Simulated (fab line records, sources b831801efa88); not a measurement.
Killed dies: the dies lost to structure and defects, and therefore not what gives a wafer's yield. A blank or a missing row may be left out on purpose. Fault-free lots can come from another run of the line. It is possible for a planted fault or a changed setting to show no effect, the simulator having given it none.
fab line records	flow sky130
record: lots: 6	wafers: 18	lastDay: 50
route steps=708 shown RES_XHIGH@339 SD_N@342 SD_P@359 PAD_OPEN@708
lots that met no fault: taken from a fault-free run of the same line
startH: the number of hours between the record's first day and the start of the first shown wafer of the lot	waitH: how many hours have passed since the lot's step before this one	" the same as in the row above	L1.1+2: a single row standing in for several wafers	- no value present, or no start provided	* or withheld: withheld	< > ~ a bound
route shown NAME@n: a module of which the file shows steps, and the number in the route of the first	usual: mean/standard deviation taken from wafers without a fault	same: alike in all rows	chamber/n: place in a boat	sites: per-site readings	_std_site: how widely they spread, as a standard deviation	_edge_site: mean of outer sites minus mean of inner sites	radiusMm: for every site, how far away it sits from the centre of the wafer	mask NAME#n: copy n	behind: the most recent tool/chamber to have shaped the wafer	hold: why the lot went on hold/how many hours it stayed there/how the hold came to an end	device: the transistor (n, p or np) that didn't switch	end of line: tests run on the same wafers once the route is complete	where a step has no rows: the recipe by itself	killed: at the first sort, the dies lost to defects and structure; wafer yield is something else	map: a wafer's dies, marking killed ones x, the rest . and places with no die _
set.NAME: the setting the step ran with; set.NAME@STEP: the setting that earlier step ran with	model.NAME: the simulator's own value behind a step, which no gauge read
lots at selected steps of the route; one table per step, one row per wafer
services: when a tool's chamber went out of use (startH, in hours from the record's first day, below 0 if earlier), for how many hours, and the reason
== steps ==
step: SKY_RES_XHIGH_IMPLANT_07
recipe: species: BF2	energyKev: 20	doseCm2: 3.6e+14	tiltDeg: 0
step: SKY_RES_XHIGH_STRIP_08
recipe: chemistry: O2/N2	powerW: 1400	pressureMtorr: 1500	platenTempC: withheld	o2FlowSccm: 3000	n2FlowSccm: 300	overashFraction: 0.5
usual: drypumpMotorCurrentA: 5.71/0.24	oesProductAu: 0.712/0.0048	stripTimeToEndpointS: 14.26/0.037
same: overashFraction: 0.5
lot.wafer	tool	chamber	startH	waitH	drypumpMotorCurrentA	oesProductAu	rfHoursCounterH	stripTimeToEndpointS
L326.2	plasmaAsher-02	1	680.20	0.1	6.26	0.713	24	14.27
L326.3	"	1	"	"	6.26	0.709	-	14.20
L326.5	"	1	"	"	6.25	0.714	-	14.20
L328.3	plasmaAsher-01	1	696.49	0.1	5.65	0.708	-	14.29
L328.4	"	0	"	"	5.91	0.712	-	14.27
L328.6	"	0	"	"	5.92	0.707	-	14.28
L330.1	plasmaAsher-03	0	712.26	0.1	5.49	0.713	90	14.32
L330.3	"	1	"	"	5.55	0.719	-	14.32
L330.5	"	1	"	"	5.56	0.716	-	14.29
L341.2	plasmaAsher-03	1	787.21	0.1	5.54	0.706	99	14.28
L341.3	"	0	"	"	5.48	0.711	-	14.30
L341.5	"	1	"	"	5.55	0.708	-	14.27
L342.1	plasmaAsher-03	0	788.56	0.1	5.49	0.702	99	14.29
L342.3	"	0	"	"	5.47	0.719	-	14.28
L342.6	"	1	"	"	5.54	0.713	-	14.28
L343.2	plasmaAsher-03	1	797.71	0.1	5.54	0.708	99	14.27
L343.4	"	1	"	"	5.54	0.714	-	14.22
L343.5	"	0	"	"	5.48	0.708	-	14.25
step: SKY_RES_XHIGH_TW_MEAS_09
usual: RES_XHIGH_TW: 1643/11
lot.wafer	tool	chamber	startH	waitH	RES_XHIGH_TW
L326.2	filmMetro-04	-	680.31	0.1	1626
L326.3	"	-	"	"	1631
L326.5	"	-	"	"	1626
L328.3	filmMetro-04	-	696.57	0.1	1639
L328.4	"	-	"	"	1630
L328.6	"	-	"	"	1632
L330.1	filmMetro-04	-	712.36	0.1	1632
L330.3	"	-	"	"	1628
L330.5	"	-	"	"	1627
L341.2	filmMetro-03	-	787.32	0.1	1647
L341.3	"	-	"	"	1642
L341.5	"	-	"	"	1636
L342.1	filmMetro-03	-	788.66	0.1	1646
L342.3	"	-	"	"	1636
L342.6	"	-	"	"	1644
L343.2	filmMetro-01	-	797.82	0.1	1638
L343.4	"	-	"	"	1639
L343.5	"	-	"	"	1640
step: SKY_SD_N_DEHYDRATE_00
recipe: tempC: 200	timeS: 60
step: SKY_SD_N_HMDS_01
recipe: primeTimeS: 60	primeTempC: 120
step: SKY_SD_N_COAT_02
recipe: resist: NOVOLAK	spinRpm: 3000	resistThkNm: 1140
step: SKY_SD_N_SOFTBAKE_03
recipe: tempC: 90	timeS: 60	resist: NOVOLAK
step: SKY_SD_N_EXPOSE_04
recipe: maskId: NSDM	na: 0.6	sourceShape: conventional	sigmaOuter: 0.6	polarization: unpolarized	targetCdNm: 380	doseMj: 141
step: SKY_SD_N_PEB_05
recipe: tempC: withheld	timeS: *	resist: NOVOLAK
step: SKY_SD_N_DEVELOP_06
recipe: resist: NOVOLAK	developer: TMAH	developTimeS: 60	devTempC: 23
step: SKY_SD_N_CD_MEAS_07
recipe: targetCdNm: 380
usual: cdNm: 380.4/2.3
lot.wafer	tool	chamber	startH	waitH	cdNm
L326.2	cdSem-02	-	707.98	0.1	384.2
L326.3	"	-	"	"	386.1
L326.5	"	-	"	"	383.3
L328.3	cdSem-01	-	724.74	0.1	378.0
L328.4	"	-	"	"	381.9
L328.6	"	-	"	"	382.2
L330.1	cdSem-01	-	739.81	0.1	380.2
L330.3	"	-	"	"	380.6
L330.5	"	-	"	"	381.0
L341.2	cdSem-01	-	813.93	0.1	380.4
L341.3	"	-	"	"	379.7
L341.5	"	-	"	"	379.7
L342.1	cdSem-02	-	815.20	0.1	381.1
L342.3	"	-	"	"	380.5
L342.6	"	-	"	"	379.7
L343.2	cdSem-01	-	824.01	0.1	382.2
L343.4	"	-	"	"	382.4
L343.5	"	-	"	"	382.1
step: SKY_SD_N_OVL_MEAS_08
usual: SD_N_OVL: 0.3/1.3
lot.wafer	tool	chamber	startH	waitH	SD_N_OVL[nm]
L326.2	overlay-02	-	708.09	0.1	-1.2
L326.3	"	-	"	"	-0.4
L326.5	"	-	"	"	0.5
L328.3	overlay-01	-	724.84	0.1	0.2
L328.4	"	-	"	"	1.8
L328.6	"	-	"	"	1.2
L330.1	overlay-01	-	739.93	0.1	0.8
L330.3	"	-	"	"	1.3
L330.5	"	-	"	"	2.0
L341.2	overlay-02	-	814.04	0.1	0.0
L341.3	"	-	"	"	-0.3
L341.5	"	-	"	"	-0.1
L342.1	overlay-02	-	815.32	0.1	2.6
L342.3	"	-	"	"	1.9
L342.6	"	-	"	"	1.5
L343.2	overlay-01	-	824.11	0.1	-0.8
L343.4	"	-	"	"	-1.7
L343.5	"	-	"	"	0.2
step: SKY_SD_N_IMPLANT_09
recipe: species: As	energyKev: 50	doseCm2: 4e+15	tiltDeg: 0
usual: beamOnS: 19.0/0.76	doseIonsCm2: 4e+15/4.3e+12	tiltDeg: -0.002/0.018
lot.wafer	tool	chamber	startH	waitH	beamOnS	doseIonsCm2	tiltDeg
L326.2	implanter-04	0	708.14	0.0	19.9	4.002e+15	-0.003
L326.3	"	0	"	"	20.0	4.001e+15	-0.007
L326.5	"	0	"	"	20.3	4.002e+15	-0.006
L328.3	implanter-01	0	724.91	0.1	18.8	4.003e+15	-0.024
L328.4	"	0	"	"	18.5	4.006e+15	-0.024
L328.6	"	0	"	"	19.7	4.008e+15	-0.041
L330.1	implanter-04	0	739.97	0.0	20.5	3.998e+15	-0.005
L330.3	"	0	"	"	20.3	4.002e+15	-0.039
L330.5	"	0	"	"	20.3	3.999e+15	-0.040
L341.2	implanter-02	0	814.09	0.0	18.5	4.004e+15	0.021
L341.3	"	0	"	"	17.9	3.996e+15	0.015
L341.5	"	0	"	"	18.4	4e+15	0.013
L342.1	implanter-01	0	815.36	0.0	10.2	2.055e+15	0.005
L342.3	"	0	"	"	10.0	2.051e+15	-0.006
L342.6	"	0	"	"	9.9	2.057e+15	0.010
L343.2	implanter-01	0	824.17	0.0	10.0	2.052e+15	-0.021
L343.4	"	0	"	"	10.0	2.05e+15	-0.029
L343.5	"	0	"	"	10.3	2.057e+15	-0.013
step: SKY_SD_N_IMPLANT_10
recipe: species: P	energyKev: 20	doseCm2: 1e+14	tiltDeg: 0
step: SKY_SD_N_STRIP_11
recipe: chemistry: O2/N2	powerW: 1400	pressureMtorr: 1500	platenTempC: withheld	o2FlowSccm: 3000	n2FlowSccm: 300	overashFraction: 0.5
usual: drypumpMotorCurrentA: 5.73/0.29	oesProductAu: 0.528/0.0047	stripTimeToEndpointS: 22.55/0.043
same: overashFraction: 0.5
lot.wafer	tool	chamber	startH	waitH	drypumpMotorCurrentA	oesProductAu	rfHoursCounterH	stripTimeToEndpointS
L326.2	plasmaAsher-03	0	708.42	0.1	5.49	0.542	90	22.54
L326.3	"	1	"	"	5.55	0.524	-	22.52
L326.5	"	0	"	"	5.48	0.521	-	22.54
L328.3	plasmaAsher-03	1	725.19	0.1	5.51	0.529	-	22.52
L328.4	"	0	"	"	5.50	0.527	-	22.48
L328.6	"	1	"	"	5.54	0.528	-	22.48
L330.1	plasmaAsher-03	0	740.27	0.1	5.48	0.524	94	22.56
L330.3	"	0	"	"	5.53	0.526	-	22.53
L330.5	"	0	"	"	5.48	0.526	-	22.51
L341.2	plasmaAsher-03	0	814.37	0.1	5.49	0.525	101	22.55
L341.3	"	0	"	"	5.50	0.526	-	22.55
L341.5	"	0	"	"	5.49	0.530	-	22.56
L342.1	plasmaAsher-04	1	815.66	0.1	6.45	0.555	68	20.28
L342.3	"	1	"	"	6.44	0.558	-	20.31
L342.6	"	0	"	"	5.93	0.567	-	20.28
L343.2	plasmaAsher-03	1	824.44	0.1	5.54	0.571	102	20.25
L343.4	"	0	"	"	5.49	0.561	-	20.21
L343.5	"	0	"	"	5.51	0.564	-	20.19
step: SKY_SD_N_TW_MEAS_12
usual: SD_N_TW: 3991/23
lot.wafer	tool	chamber	startH	waitH	SD_N_TW
L326.2	filmMetro-03	-	708.53	0.1	3988
L326.3	"	-	"	"	4007
L326.5	"	-	"	"	3996
L328.3	filmMetro-04	-	725.28	0.1	3959
L328.4	"	-	"	"	3963
L328.6	"	-	"	"	3938
L330.1	filmMetro-03	-	740.37	0.1	4012
L330.3	"	-	"	"	4019
L330.5	"	-	"	"	4016
L341.2	filmMetro-01	-	814.48	0.1	3980
L341.3	"	-	"	"	3984
L341.5	"	-	"	"	4006
L342.1	filmMetro-03	-	815.76	0.1	3915
L342.3	"	-	"	"	3907
L342.6	"	-	"	"	3900
L343.2	filmMetro-04	-	824.55	0.1	3866
L343.4	"	-	"	"	3885
L343.5	"	-	"	"	3871
step: SKY_SD_N_CLEAN_13
recipe: chemistry: SC1/SC2	mix: 1:4:20	tempC: 70	timeS: 150	dry: n2Spin
step: SKY_SD_N_RTA_14
recipe: tempC: 1075	timeS: 2	idleTempC: 650	rampUpCPerS: 150	rampDownCPerS: 90	ambient: N2
usual: lampPowerPct: 15.74/0.052	rampUpCPerS: 150.00/0.027	wafer_temp_C_max: 1078.2/1.2
lot.wafer	tool	chamber	startH	waitH	lampPowerPct	rampUpCPerS	wafer_temp_C_max
L326.2	rtpAnneal-01	0	708.65	0.0	15.70	150.00	1077.0
L326.3	"	0	"	"	15.83	149.97	1079.3
L326.5	"	0	"	"	15.73	150.01	1076.3
L328.3	rtpAnneal-02	0	725.39	0.0	15.71	149.96	1079.0
L328.4	"	0	"	"	15.72	149.98	1078.9
L328.6	"	0	"	"	15.70	150.02	1077.8
L330.1	rtpAnneal-01	0	740.48	0.0	15.71	150.01	1076.7
L330.3	"	0	"	"	15.76	150.00	1077.1
L330.5	"	0	"	"	15.75	150.06	1078.6
L341.2	rtpAnneal-01	0	814.59	0.0	15.79	150.04	1078.6
L341.3	"	0	"	"	15.80	150.01	1080.3
L341.5	"	0	"	"	15.67	149.98	1079.1
L342.1	rtpAnneal-02	0	815.87	0.0	15.74	149.98	1077.2
L342.3	"	0	"	"	15.79	149.96	1079.1
L342.6	"	0	"	"	15.80	149.98	1078.7
L343.2	rtpAnneal-01	0	824.67	0.0	15.77	150.02	1078.6
L343.4	"	0	"	"	15.72	150.02	1078.7
L343.5	"	0	"	"	15.73	150.01	1076.6
step: SKY_SD_N_RS_MEAS_16
recipe: thkMeasGauge: four-point-probe
usual: SD_N_RS: 68.54/0.11
lot.wafer	tool	chamber	startH	waitH	SD_N_RS[ohm/sq]
L326.2	filmMetro-01	-	708.88	0.1	68.43
L326.3	"	-	"	"	68.51
L326.5	"	-	"	"	68.52
L328.3	filmMetro-04	-	725.58	0.1	68.63
L328.4	"	-	"	"	68.63
L328.6	"	-	"	"	68.55
L330.1	filmMetro-04	-	740.65	0.1	68.60
L330.3	"	-	"	"	68.51
L330.5	"	-	"	"	68.71
L341.2	filmMetro-04	-	814.77	0.1	68.64
L341.3	"	-	"	"	68.69
L341.5	"	-	"	"	68.63
L342.1	filmMetro-01	-	816.04	0.1	77.09
L342.3	"	-	"	"	77.07
L342.6	"	-	"	"	77.16
L343.2	filmMetro-01	-	824.85	0.1	77.38
L343.4	"	-	"	"	77.38
L343.5	"	-	"	"	77.63
step: SKY_SD_N_RS_MEAS_17
recipe: thkMeasGauge: four-point-probe
usual: SD_P_RS: 147.1/0.34
lot.wafer	tool	chamber	startH	waitH	SD_P_RS[ohm/sq]
L326.2	filmMetro-01	-	709.00	0.1	147.5
L326.3	"	-	"	"	147.4
L326.5	"	-	"	"	147.6
L328.3	filmMetro-04	-	725.70	0.1	147.4
L328.4	"	-	"	"	147.3
L328.6	"	-	"	"	147.3
L330.1	filmMetro-04	-	740.77	0.1	147.3
L330.3	"	-	"	"	147.2
L330.5	"	-	"	"	147.2
L341.2	filmMetro-04	-	814.89	0.1	147.3
L341.3	"	-	"	"	147.3
L341.5	"	-	"	"	147.2
L342.1	filmMetro-01	-	816.16	0.1	147.1
L342.3	"	-	"	"	147.4
L342.6	"	-	"	"	146.6
L343.2	filmMetro-01	-	824.97	0.1	147.0
L343.4	"	-	"	"	147.2
L343.5	"	-	"	"	146.6
step: SKY_PAD_OPEN_PROBE_99
usual: killed_at_M0_to_M3: 43/6.3	killed_at_M4_up: 3.0/1.6	killedAtContacts: 25/5	killedAtFrontEnd: 15/4.4	killedAtOther: 0.3/0.8	killedDies: 85/8.7	killedOpen: 47/6.9	killedShort: 38/6.3
same: grossDies: 492	killedAtBackSide: 0
lot.wafer	tool	chamber	startH	waitH	killed_at_M0_to_M3	killed_at_M4_up	killedAtContacts	killedAtFrontEnd	killedAtOther	killedDies	killedOpen	killedShort	model.etest.resNdiff.lineOhmUm	model.etest.nfetG5v0d10v5.rOnOhmUm	model.etest.sonosUncharged.rOnOhmUm	model.etest.liconNdiff.rcOhm	model.etest.nfet_01v8.rOnOhmUm	model.etest.resNdiffHv.rsOhmSq	model.etest.resNdiff.rsOhmSq
L326.2	prober-02	-	1121.66	0.1	58	3	25	17	0	103	51	52	768.2	1890	806	180.7	825.7	113.8	119.3
L326.3	prober-02	-	1121.71	0.2	49	2	32	8	0	91	57	34	770.5	1893	830.9	183.5	857.8	114.6	120.6
L326.5	prober-02	-	1121.81	0.2	52	3	19	14	4	92	44	44	766.7	1901	820.5	186.2	842	113.1	120.8
L328.3	prober-02	-	1135.98	0.2	42	0	25	14	0	81	38	43	747.4	1881	817.9	185.3	852.6	114.5	120.4
L328.4	prober-02	-	1136.03	0.2	46	0	22	11	0	79	44	35	751.2	1880	797.6	176.3	827.8	114.4	119.5
L328.6	prober-02	-	1136.13	0.2	44	2	21	9	0	76	43	33	749.1	1910	795.4	177.6	813.6	114.6	120
L330.1	prober-02	-	1142.81	0.1	30	1	26	10	0	67	31	36	762	1896	821.6	194.1	826.7	113.6	119.5
L330.3	prober-02	-	1142.91	0.2	57	1	29	21	0	108	53	55	765	1884	823.4	182.2	834.6	114.1	118.8
L330.5	prober-02	-	1143.01	0.2	41	2	33	7	0	83	48	35	756	1876	824.9	190.2	844.2	114	119.3
L342.1	prober-02	-	1195.77	0.1	31	3	20	12	0	66	32	34	890.3	1927	870.5	227.1	834.1	132.3	138.6
L342.3	prober-02	-	1195.87	0.2	39	3	26	9	0	77	39	38	889.1	1928	854.8	211.9	835.3	132.5	136.9
L342.6	prober-02	-	1196.02	0.2	41	7	17	7	0	72	37	35	883.5	1934	874.3	208.3	846.8	132.6	137.4
L343.2	prober-02	-	1196.63	0.1	35	5	23	24	0	87	49	38	890.2	1912	855.9	225.1	865.1	131.4	136.8
L343.4	prober-02	-	1196.73	0.2	50	2	18	17	1	88	37	50	871.9	1872	853.6	209	833.6	131.2	137.4
L343.5	prober-02	-	1196.78	0.2	36	3	13	12	0	64	37	27	894.8	1903	864.9	222.8	827.9	132.1	136.6
L341.2	prober-01	-	1199.60	0.1	53	6	21	12	0	92	46	46	757	1892	799	189.4	830.8	113.2	119.5
L341.3	prober-01	-	1199.65	0.2	36	2	16	16	0	70	36	34	753.8	1870	805.5	177.8	823.2	114	119.2
L341.5	prober-01	-	1199.75	0.2	38	5	18	11	0	72	40	32	779.3	1880	813.3	189.5	826.2	112.4	118.5
killed by level:class
L326.2 METAL2:geometricParticle:short=10 VIA3:geometricParticle:open=10 CONTACT:geometricParticle:open=9 VIA1:geometricParticle:open=9 VIA2:geometricParticle:open=7 METAL1:geometricParticle:short=6 VIA1:geometricParticle:short=5 FIELD_ISO:geometricParticle:short=4
L326.3 CONTACT:geometricParticle:open=12 VIA1:geometricParticle:open=12 LI_CONTACT:geometricParticle:open=11 VIA3:geometricParticle:open=8 METAL1:geometricParticle:short=6 VIA1:geometricParticle:short=6 CONTACT:geometricParticle:short=5 POLY_GATE:geometricParticle:open=4
L326.5 VIA1:geometricParticle:open=12 METAL2:geometricParticle:short=8 FIELD_ISO:geometricParticle:short=7 CONTACT:geometricParticle:open=7 METAL1:geometricParticle:short=7 LI_CONTACT:geometricParticle:open=6 VIA1:geometricParticle:short=5 VIA2:geometricParticle:open=5
L328.3 CONTACT:geometricParticle:open=9 VIA1:geometricParticle:open=9 POLY_GATE:geometricParticle:short=6 VIA1:geometricParticle:short=6 VIA2:geometricParticle:open=6 METAL2:geometricParticle:short=6 LOCAL_INTERCONNECT:geometricParticle:short=5 CONTACT:geometricParticle:short=5
L328.4 VIA1:geometricParticle:open=13 LI_CONTACT:geometricParticle:open=8 CONTACT:geometricParticle:open=6 METAL2:geometricParticle:short=6 VIA2:geometricParticle:open=6 VIA3:geometricParticle:open=5 VIA2:geometricParticle:short=5 METAL3:geometricParticle:short=5
L328.6 CONTACT:geometricParticle:open=11 VIA1:geometricParticle:open=11 METAL2:geometricParticle:short=8 VIA2:geometricParticle:open=7 LI_CONTACT:geometricParticle:open=5 VIA1:geometricParticle:short=5 FIELD_ISO:geometricParticle:short=4 METAL1:geometricParticle:short=4
L330.1 CONTACT:geometricParticle:open=10 CONTACT:geometricParticle:short=6 VIA2:geometricParticle:short=6 FIELD_ISO:geometricParticle:short=5 VIA1:geometricParticle:short=5 VIA1:geometricParticle:open=5 LOCAL_INTERCONNECT:geometricParticle:open=4 LI_CONTACT:geometricParticle:open=3
L330.3 VIA3:geometricParticle:open=11 VIA2:geometricParticle:open=10 METAL2:geometricParticle:short=9 POLY_GATE:geometricParticle:open=7 CONTACT:geometricParticle:short=7 LI_CONTACT:geometricParticle:open=7 VIA2:geometricParticle:short=7 CONTACT:geometricParticle:open=6
L330.5 LI_CONTACT:geometricParticle:open=12 VIA2:geometricParticle:open=10 CONTACT:geometricParticle:open=9 LOCAL_INTERCONNECT:geometricParticle:short=8 VIA1:geometricParticle:open=7 VIA1:geometricParticle:short=5 CONTACT:geometricParticle:short=4 VIA3:geometricParticle:open=4
L342.1 LOCAL_INTERCONNECT:geometricParticle:short=7 LI_CONTACT:geometricParticle:open=6 VIA1:geometricParticle:open=6 METAL2:geometricParticle:short=5 VIA3:geometricParticle:open=5 METAL1:geometricParticle:short=4 FIELD_ISO:geometricParticle:open=3 CONTACT:geometricParticle:open=3
L342.3 CONTACT:geometricParticle:open=11 VIA1:geometricParticle:open=9 METAL1:geometricParticle:short=7 CONTACT:geometricParticle:short=6 METAL2:geometricParticle:short=6 VIA2:geometricParticle:open=5 LI_CONTACT:geometricParticle:open=4 VIA3:geometricParticle:open=4
L342.6 METAL1:geometricParticle:short=7 VIA1:geometricParticle:open=7 VIA1:geometricParticle:short=6 LI_CONTACT:geometricParticle:open=6 CONTACT:geometricParticle:open=6 VIA3:geometricParticle:open=5 METAL4:geometricParticle:short=4 POLY_GATE:geometricParticle:open=3
L343.2 CONTACT:geometricParticle:open=10 FIELD_ISO:geometricParticle:short=9 VIA1:geometricParticle:open=8 FIELD_ISO:geometricParticle:open=6 VIA3:geometricParticle:open=6 POLY_GATE:geometricParticle:open=4 LI_CONTACT:geometricParticle:open=4 METAL1:geometricParticle:short=4
L343.4 METAL2:geometricParticle:short=12 VIA3:geometricParticle:open=10 FIELD_ISO:geometricParticle:short=9 VIA2:geometricParticle:open=7 CONTACT:geometricParticle:open=7 VIA1:geometricParticle:open=7 METAL1:geometricParticle:short=5 LOCAL_INTERCONNECT:geometricParticle:short=4
L343.5 VIA1:geometricParticle:open=11 CONTACT:geometricParticle:open=7 VIA3:geometricParticle:open=6 FIELD_ISO:geometricParticle:open=5 LI_CONTACT:geometricParticle:short=4 METAL2:geometricParticle:short=4 VIA1:geometricParticle:short=4 VIA2:geometricParticle:open=3
L341.2 VIA1:geometricParticle:open=14 VIA3:geometricParticle:short=7 CONTACT:geometricParticle:open=7 METAL3:geometricParticle:short=6 VIA2:geometricParticle:open=6 FIELD_ISO:geometricParticle:short=5 METAL2:geometricParticle:short=5 VIA3:geometricParticle:open=5
L341.3 VIA1:geometricParticle:open=9 CONTACT:geometricParticle:open=6 POLY_GATE:geometricParticle:open=5 CONTACT:geometricParticle:short=5 VIA2:geometricParticle:short=5 VIA3:geometricParticle:open=5 POLY_GATE:geometricParticle:short=4 METAL1:geometricParticle:short=4
L341.5 VIA1:geometricParticle:open=13 CONTACT:geometricParticle:short=7 VIA3:geometricParticle:open=6 CONTACT:geometricParticle:open=5 METAL2:geometricParticle:short=5 LI_CONTACT:geometricParticle:open=3 VIA1:geometricParticle:short=3 VIA2:geometricParticle:short=3
== services ==
tool	chamber	startH	hours	kind
implanter-01	-	675.67	3.5	pm
rtpAnneal-02	-	715.75	6.7	pm
implanter-01	-	720.43	3.9	repair
implanter-04	-	725.90	3.4	repair
implanter-01	-	728.69	2.7	repair
plasmaAsher-02	-	729.60	15.6	pm
implanter-01	-	733.01	6.9	repair
implanter-01	-	733.20	6.8	repair
plasmaAsher-01	-	733.75	9.0	pm
plasmaAsher-01	0	733.75	9.0	ventCycle
plasmaAsher-01	1	733.75	9.0	ventCycle
implanter-01	-	738.91	2.3	repair
plasmaAsher-01	0	742.75	-	clean
plasmaAsher-02	-	756.63	11.1	repair
implanter-04	-	757.96	2.4	pm
implanter-02	-	758.13	3.0	pm
plasmaAsher-03	-	762.87	4.5	repair
plasmaAsher-03	-	782.71	1.7	repair
implanter-02	-	787.23	1.0	repair
plasmaAsher-03	-	790.51	2.8	pm
implanter-02	-	791.21	3.1	repair
implanter-04	-	797.09	1.3	repair
plasmaAsher-01	-	802.16	12.6	repair
implanter-04	-	809.86	3.8	pm
== key ==
firstSign: step: SKY_SD_N_IMPLANT_09	reading: doseIonsCm2	direction: down	sigmas: 99+	usual: *	struck: *
effect: step: SKY_SD_N_IMPLANT_09	reading: beamOnS	direction: down	sigmas: 12	usual: 19.0	struck: 10.1
effect: step: SKY_SD_N_STRIP_11	reading: stripTimeToEndpointS	direction: down	sigmas: 54	usual: *	struck: *
effect: step: SKY_SD_N_TW_MEAS_12	reading: SD_N_TW	direction: down	sigmas: 4.3	usual: 3991	struck: 3890
effect: step: SKY_SD_N_RS_MEAS_16	reading: SD_N_RS	direction: up	sigmas: 80	usual: 68.54	struck: 77.28
modelEffect: step: SKY_PAD_OPEN_PROBE_99	value: etest.resNdiff.lineOhmUm	without: 763.9	struck: 886.6
metAt SKY_SD_N_IMPLANT_09
struckWafers L342.1,L342.3,L342.6,L343.2,L343.4,L343.5
testerLeftOut L342,L343
onsetBetween 724.91 815.36
fault: kind: processParameterDrift	tool: implanter-01	chamber: -	onsetH: 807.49	steps: SKY_SD_N_IMPLANT_09	channel: doseCm2	offset: *	shape: step	endH: 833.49	actsIn: *	stated: *
testerLeftOut: of these lots the tester's yield and bins aren't shown, on N5 and GAA mostly nor the transistor test; their killed dies are dies lost to structure and defects alone, not to doping, threshold or leakage, so they don't give the yield
